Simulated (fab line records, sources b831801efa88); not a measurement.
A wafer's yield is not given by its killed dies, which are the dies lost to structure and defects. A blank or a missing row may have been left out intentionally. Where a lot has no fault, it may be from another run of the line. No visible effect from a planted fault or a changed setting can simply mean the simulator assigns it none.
Chamber matching -- flow sfq-line -- 3 sister chambers for SFQ_TRILAYER_A5C_DEP_PECVD_142 on pecvd-03
The step deposits SiO2 from SiH4/N2O, time 15.556 s, target thk 70 nm. 3 wafers are shown with their chamber, then 7 later ones without.

## WAFERS WITH THEIR CHAMBER
wafer,chamber,throttle-valve-pct (%)
L353.2,2,25.3
L354.3,0,23.8
L354.4,1,28.5

## WAFERS WHOSE CHAMBER IS MISSING
wafer,throttle-valve-pct (%)
L354.5,24.9
L357.3,25.3
L357.5,23.8
L357.6,28.3
L358.1,28.3
L358.2,25.0
L358.6,28.5

## WHICH CHAMBER EACH ONE RAN IN
wafer,from the rows above,in truth
L354.5,2,2
L357.3,2,2
L357.5,0,0
L357.6,1,1
L358.1,1,1
L358.2,2,2
L358.6,1,1
Correct placement for 7 of the 7. Left unplaced by these rows: 0. 0 placed wrongly.
How it was worked out, from the rows above alone: a wafer's distance from a chamber is the root of the sum, over the readings, of the square of ((its reading less the chamber's mean) divided by the reading's scatter). The wafer belongs to the nearest chamber; if the next one is less than 2 further off, it can't be placed. A chamber's mean is the mean of its shown wafers. The scatter: root of mean squared gap, hidden wafer to nearest shown wafer, with one shown wafer a chamber.
